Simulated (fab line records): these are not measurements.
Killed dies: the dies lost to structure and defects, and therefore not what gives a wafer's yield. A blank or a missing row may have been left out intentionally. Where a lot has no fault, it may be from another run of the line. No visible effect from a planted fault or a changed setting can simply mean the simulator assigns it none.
The tool behind it: which one? ; flow gf180mcu ; 13 lots, 36 wafers sampled, at 5 steps of a route of 602

WHAT EACH GAUGE READ, for each wafer
GF_POLY_GATE_CD_MEAS_18. Usual: cd_nm at 278.8 nm, with a standard deviation of 1.9.
lot;measured;on;cd_nm (nm);flag
L891;day 8 21:06;cd_sem-01;278.8 275.8 277.1;
L892;day 9 22:01;cd_sem-02;278.2 280.0 275.1;
L893;day 10 10:10;cd_sem-01;277.9 276.4 276.8;
L894;day 10 12:49;cd_sem-02;278.3 278.9 279.3;
L895;day 10 23:30;cd_sem-01;275.1 276.7 275.7;
L897;day 11 13:13;cd_sem-01;276.5 280.0;
L900;day 12 00:59;cd_sem-01;278.7 281.4;
L902;day 13 01:37;cd_sem-01;277.1 277.4;
L907;day 14 03:57;cd_sem-01;276.9 279.1 279.9;
L911;day 15 07:53;cd_sem-01;276.8 278.3 279.5;
L912;day 15 18:14;cd_sem-02;280.3 279.2 281.7;
L913;day 15 20:53;cd_sem-02;278.3 279.0 277.1;
L914;day 16 03:31;cd_sem-02;280.9 282.0 279.8;

GF_HV_LDD_CD_MEAS_19 targets a cd of 400 nm. Usual: cd_nm at 400.3 nm, with a standard deviation of 2.8.
lot;measured;on;cd_nm (nm);flag
L891;day 10 09:02;cd_sem-02;401.3 401.6 400.4;
L892;day 11 09:04;cd_sem-01;394.3 394.9 393.9;
L893;day 11 23:17;cd_sem-02;401.6 400.9 402.8;
L894;day 12 01:14;cd_sem-02;395.3 396.2 396.8;
L895;day 12 13:02;cd_sem-01;398.0 396.6 398.2;
L897;day 13 03:21;cd_sem-01;406.1;
L902;day 14 17:37;cd_sem-02;399.1;
L907;day 15 21:56;cd_sem-01;398.6 398.0 399.5;
L911;day 17 04:02;cd_sem-01;400.8 399.5 398.9;
L912;day 17 15:41;cd_sem-01;400.5 400.5 402.5;
L913;day 17 18:47;cd_sem-01;399.7 399.4 398.4;
L914;day 18 00:35;cd_sem-02;396.6 396.1 396.1;

TOOL THAT RAN EACH LOT (tool first, then ch and the chambers of the sampled wafers, then the start)
lot;GF_POLY_GATE_ETCH_13;GF_POLY_GATE_STRIP_14;GF_HV_LDD_STRIP_10
L891;rie_si-01 ch 0,2, day 8 18:52;plasma_asher-03 ch 0,1, day 8 18:55;plasma_asher-04 ch 0,1, day 9 14:23
L892;rie_si-01 ch 1,2,3, day 9 20:26;plasma_asher-03 ch 0,1, day 9 20:29;plasma_asher-03 ch 0,1, day 10 15:53
L893;rie_si-02 ch 0,2,3, day 10 08:38;plasma_asher-02 ch 0,1, day 10 08:41;plasma_asher-01 ch 0,1, day 11 04:41
L894;rie_si-01 ch 0,1, day 10 09:22;plasma_asher-02 ch 0,1, day 10 09:25;plasma_asher-03 ch 0,1, day 11 06:35
L895;rie_si-01 ch 1,3, day 10 20:55;plasma_asher-02 ch 0, day 10 20:58;plasma_asher-03 ch 0,1, day 11 18:32
L897;rie_si-02 ch 1,2, day 11 11:41;plasma_asher-03 ch 0,1, day 11 11:45;plasma_asher-04 ch 1, day 12 07:56
L900;rie_si-02 ch 1,3, day 11 21:11;plasma_asher-03 ch 0,1, day 11 21:14;-
L902;rie_si-02 ch 2, day 12 16:50;plasma_asher-03 ch 0,1, day 12 16:56;plasma_asher-03 ch 1, day 13 21:41
L907;rie_si-01 ch 0,1, day 14 02:26;plasma_asher-03 ch 1, day 14 02:29;plasma_asher-03 ch 0, day 15 00:56
L911;rie_si-01 ch 1,2,3, day 15 05:38;plasma_asher-03 ch 0,1, day 15 05:42;plasma_asher-04 ch 0,1, day 16 05:41
L912;rie_si-02 ch 0,3, day 15 16:41;plasma_asher-03 ch 1, day 15 16:45;plasma_asher-04 ch 0, day 16 16:44
L913;rie_si-01 ch 1,2, day 15 18:14;plasma_asher-01 ch 0,1, day 15 18:18;plasma_asher-01 ch 0,1, day 16 19:02
L914;rie_si-02 ch 1,3, day 16 01:59;plasma_asher-03 ch 0,1, day 16 02:03;plasma_asher-01 ch 1, day 17 02:11
- GF_POLY_GATE_ETCH_13: etches poly-Si in HBr/Cl2, stops on SiO2, target depth 198.5 nm, time 69.6 s.
- GF_POLY_GATE_STRIP_14: strips in O2/N2.
- GF_HV_LDD_STRIP_10: strips in O2/N2.

AS READ BY THE TOOLS THEMSELVES (means over the sampled wafers that have a number; for cases with no such wafer, the mark the record gives instead)
GF_POLY_GATE_ETCH_13. Usual: drypump_motor_current_A 5.8 A, standard deviation 0.44; oes_product_au 0.991 a.u., standard deviation 0.0084; rf_fwd_power_W 397.4 W, standard deviation 1.3; throttle_valve_pct 33.684 %, standard deviation 0.0087.
lot;tool;drypump_motor_current_A (A);oes_product_au (a.u.);rf_fwd_power_W (W);throttle_valve_pct (%);flag
L891;rie_si-01;5.6;1.005;397.2;33.683;
L892;rie_si-01;5.5;0.992;397.0;33.680;
L893;rie_si-02;6.1;0.988;397.2;33.687;
L894;rie_si-01;5.8;0.990;396.2;33.689;
L895;rie_si-01;5.8;0.975;396.0;33.678;
L897;rie_si-02;5.8;0.833;397.4;33.691;OFF
L900;rie_si-02;6.0;0.655;396.8;33.686;OFF
L902;rie_si-02;6.0;0.825;399.0;33.680;OFF
L907;rie_si-01;5.4;1.000;396.9;33.675;
L911;rie_si-01;5.5;1.003;396.8;33.683;
L912;rie_si-02;6.0;0.973;396.5;33.679;
L913;rie_si-01;5.2;0.998;396.8;33.675;
L914;rie_si-02;6.1;0.982;398.7;33.682;

GF_POLY_GATE_STRIP_14. Usual: drypump_motor_current_A 6.3 A, standard deviation 0.41; heater_power_w 335 W, standard deviation 22; n2_flow_sccm 300.0 sccm, standard deviation 0.84; oes_product_au 0.505 a.u., standard deviation 0.0044.
lot;tool;drypump_motor_current_A (A);heater_power_w (W);n2_flow_sccm (sccm);oes_product_au (a.u.);flag
L891;plasma_asher-03;6.6;318;299.8;0.502;
L892;plasma_asher-03;6.6;324;300.9;0.502;
L893;plasma_asher-02;5.7;358;299.7;0.506;
L894;plasma_asher-02;5.7;361;300.1;0.500;
L895;plasma_asher-02;5.6;381;299.7;0.504;
L897;plasma_asher-03;6.7;327;301.1;0.516;
L900;plasma_asher-03;6.6;322;298.4;0.522;OFF
L902;plasma_asher-03;6.7;326;300.8;0.511;
L907;plasma_asher-03;6.5;342;299.6;0.507;
L911;plasma_asher-03;6.6;326;300.6;0.508;
L912;plasma_asher-03;6.5;346;300.3;0.505;
L913;plasma_asher-01;6.3;342;300.0;0.506;
L914;plasma_asher-03;6.6;323;300.8;0.500;

GF_HV_LDD_STRIP_10. Usual: drypump_motor_current_A 6.3 A, standard deviation 0.38; heater_power_w 339 W, standard deviation 25; n2_flow_sccm 300.2 sccm, standard deviation 0.92; oes_product_au 0.715 a.u., standard deviation 0.005; strip_time_to_endpoint_s 12.61 s, standard deviation 0.039.
lot;tool;drypump_motor_current_A (A);heater_power_w (W);n2_flow_sccm (sccm);oes_product_au (a.u.);strip_time_to_endpoint_s (s);flag
L891;plasma_asher-04;5.7;359;300.8;0.719;12.58;
L892;plasma_asher-03;6.6;323;300.0;0.723;12.63;
L893;plasma_asher-01;6.3;342;300.0;0.716;12.64;
L894;plasma_asher-03;6.6;330;300.7;0.714;12.58;
L895;plasma_asher-03;6.7;319;300.6;0.713;12.64;
L897;plasma_asher-04;6.4;394;301.0;0.721;12.64;
L902;plasma_asher-03;6.5;345;300.0;0.712;12.67;
L907;plasma_asher-03;6.7;315;299.4;0.717;12.57;
L911;plasma_asher-04;6.1;375;300.3;0.715;12.57;
L912;plasma_asher-04;5.3;337;302.1;0.719;12.61;
L913;plasma_asher-01;6.2;326;300.3;0.716;12.57;
L914;plasma_asher-01;6.2;322;298.9;0.723;12.58;

THE ANSWER, worked out from the rows above alone
Rule: a lot is off if the mean of its wafers that have a number lies more than 3 standard deviations from the usual mean. Also off: a lot with no number at a reading for which 4 or more lots have one. Any other lot the step has rows for is counted as sound. After the gauges, taken in route order, come the tools' own readings; for these a lot's mean is taken, as printed above. The first step at which some lot is off is used, and at that step the reading that is off furthest; a lot without a number counts as furthest.
Off: L897, L900, L902 (GF_POLY_GATE_ETCH_13, oes_product_au).
A tool fits if, at that step or a process step before it, it ran every lot that is off, and no sound lot after the first of them. No candidate that was tried fits.

WHAT THE SIMULATOR HAD INSERTED
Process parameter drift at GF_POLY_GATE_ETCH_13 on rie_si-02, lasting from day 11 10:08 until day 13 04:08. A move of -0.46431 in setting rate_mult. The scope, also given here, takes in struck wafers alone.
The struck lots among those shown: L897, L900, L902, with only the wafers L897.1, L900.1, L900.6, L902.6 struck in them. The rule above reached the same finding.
